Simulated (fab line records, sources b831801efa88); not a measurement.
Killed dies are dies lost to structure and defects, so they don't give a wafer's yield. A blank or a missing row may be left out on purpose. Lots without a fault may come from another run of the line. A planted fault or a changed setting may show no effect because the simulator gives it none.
One fault seen from 2 desks | flow gf180mcu | each desk has only its own numbers; what lay behind them comes last

THE METROLOGY DESK
What the gauges read, lot by lot, whatever tool the lot ran on: means of the sampled wafers that have a number. A lot is out of limits, marked OUT, if its mean lies more than 4 standard deviations from the usual mean; the brackets give that distance.
Columns: A = PASSIVATION_CVD_00_THK at GF_PASSIVATION_THK_MEAS_01, usual 1004 nm
lot  | first seen here | A
L412 | day 27 21:34    | 1009
L414 | day 28 16:56    | 1009
L415 | day 29 04:34    | 1002
L417 | day 29 21:50    | 999
L416 | day 29 23:24    | 1008
L418 | day 31 02:19    | 1000
L420 | day 31 06:28    | 1005
L424 | day 32 03:14    | 1117 (+8.7) OUT
L428 | day 32 22:19    | 1108 (+8.0) OUT
L431 | day 33 13:53    | 995
L432 | day 33 15:14    | 1010
L434 | day 34 05:07    | 1002
This desk's finding: out of limits on L424, L428; first on L424, day 32 03:14 (PASSIVATION_CVD_00_THK at GF_PASSIVATION_THK_MEAS_01). In limits: L412, L414, L415, L417, L416, L418, L420, L431, L432, L434.

THE TOOL OWNER'S DESK: pecvd-03
The tool's own readings at GF_PASSIVATION_CVD_00 (deposits SiO2 from TEOS, target thk 1000 nm, time 111.95 s): means of the sampled wafers that have a number, for each lot that ran on this tool. A lot is out of limits, marked OUT, if its mean lies more than 4 standard deviations from the usual mean; the brackets give that distance.
Columns: A = heater_power_w at GF_PASSIVATION_CVD_00, usual 669 W; B = rf_fwd_power_W at GF_PASSIVATION_CVD_00, usual 596.0 W
lot  | first seen here | A   | B
L414 | day 28 16:51    | 592 | 597.0
L420 | day 31 06:23    | 635 | 594.5
L424 | day 32 03:08    | 573 | 836.0 (+99 or more) OUT
L428 | day 32 22:14    | 574 | 834.9 (+99 or more) OUT
This desk's finding: out of limits on L424, L428; first on L424, day 32 03:08 (rf_fwd_power_W at GF_PASSIVATION_CVD_00). In limits: L414, L420.

PUT TOGETHER
The tool owner's desk could have raised an alarm at day 32 03:08, on L424, L428.
The metrology desk could have raised an alarm at day 32 03:14, on L424, L428.
Of the lots named, all ran GF_PASSIVATION_CVD_00 on pecvd-03.

WHAT THE SIMULATOR HAD PUT IN
Process parameter drift: pecvd-03, from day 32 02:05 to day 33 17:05, at GF_PASSIVATION_CVD_00. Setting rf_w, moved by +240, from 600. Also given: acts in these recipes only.
Lots struck among those shown: L424, L428.
Hours from the fault's start to each desk's first reading out of limits: the tool owner's desk, 1; the metrology desk, 1.
